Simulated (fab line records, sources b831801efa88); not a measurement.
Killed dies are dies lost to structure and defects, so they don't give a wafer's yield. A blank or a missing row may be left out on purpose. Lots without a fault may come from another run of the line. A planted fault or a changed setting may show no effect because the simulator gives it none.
Which tool did it? | flow sky130 | 11 lots, 33 wafers sampled, at 2 steps of a route of 708

WHAT THE GAUGES READ, wafer by wafer
SKY_POLY_GATE_THK_MEAS_21.
lot  | measured     | on            | POLY_GATE_OXIDATION_THK (nm)
L956 | day 16 20:07 | film_metro-01 | 4.04 4.08 3.99
L959 | day 17 08:25 | film_metro-01 | 4.07 4.02 4.16
L960 | day 17 06:32 | film_metro-03 | 3.98 3.94 3.99
L962 | day 18 06:19 | film_metro-01 | 3.99 3.98 3.94
L965 | day 19 10:04 | film_metro-01 | 3.89 3.92 3.99
L966 | day 19 19:31 | film_metro-02 | 3.91 4.00 3.94
L970 | day 21 14:05 | film_metro-01 | 3.03 2.98 3.06
L971 | day 21 20:49 | film_metro-01 | 3.07 3.07 2.96
L977 | day 23 19:34 | film_metro-01 | 3.87 3.89 3.93
L978 | day 24 08:16 | film_metro-01 | 4.00 3.90 3.93
L979 | day 25 04:04 | film_metro-01 | 4.02 3.89 3.95

WHICH TOOL RAN EACH LOT (tool, then ch and the chambers of the sampled wafers, then the start)
lot  | SKY_POLY_GATE_OXIDATION_20
L956 | furnace-02 ch 0, day 16 18:52
L959 | furnace-01 ch 0, day 17 07:09
L960 | furnace-02 ch 0, day 17 05:16
L962 | furnace-02 ch 0, day 18 05:04
L965 | furnace-01 ch 0, day 19 08:49
L966 | furnace-01 ch 0, day 19 18:16
L970 | furnace-02 ch 0, day 21 12:49
L971 | furnace-02 ch 0, day 21 19:34
L977 | furnace-01 ch 0, day 23 18:19
L978 | furnace-02 ch 0, day 24 07:01
L979 | furnace-01 ch 0, day 25 02:48
- SKY_POLY_GATE_OXIDATION_20: stabilise 600 s, purge 300 s, target thk 4 nm.

THE ANSWER, worked out from the rows above alone
Rule: what is usual is taken from the lots themselves. Put in order of their means at a reading, lots are off if they are a third of the lots or fewer, leave a main group of 4 or more, and stand apart from it by a gap of 3 or more times the standard deviation of the main group's means; of several such gaps the widest counts. A main group whose means are all the same, to the digits that the tables above print for the reading, isn't used. A lot without any number at a reading at which 4 lots or more have one is off too. The other lots that the step has rows for count as sound.
Off: L970, L971, at SKY_POLY_GATE_THK_MEAS_21 (POLY_GATE_OXIDATION_THK). The main group: mean 3.97 nm, standard deviation 0.053.
A tool fits if, at a process step before that reading, it ran every lot that is off, and no sound lot after the first of them. The gauges at SKY_POLY_GATE_THK_MEAS_21 are tried like those tools. None of those tried fits.

WHAT THE SIMULATOR HAD PUT IN
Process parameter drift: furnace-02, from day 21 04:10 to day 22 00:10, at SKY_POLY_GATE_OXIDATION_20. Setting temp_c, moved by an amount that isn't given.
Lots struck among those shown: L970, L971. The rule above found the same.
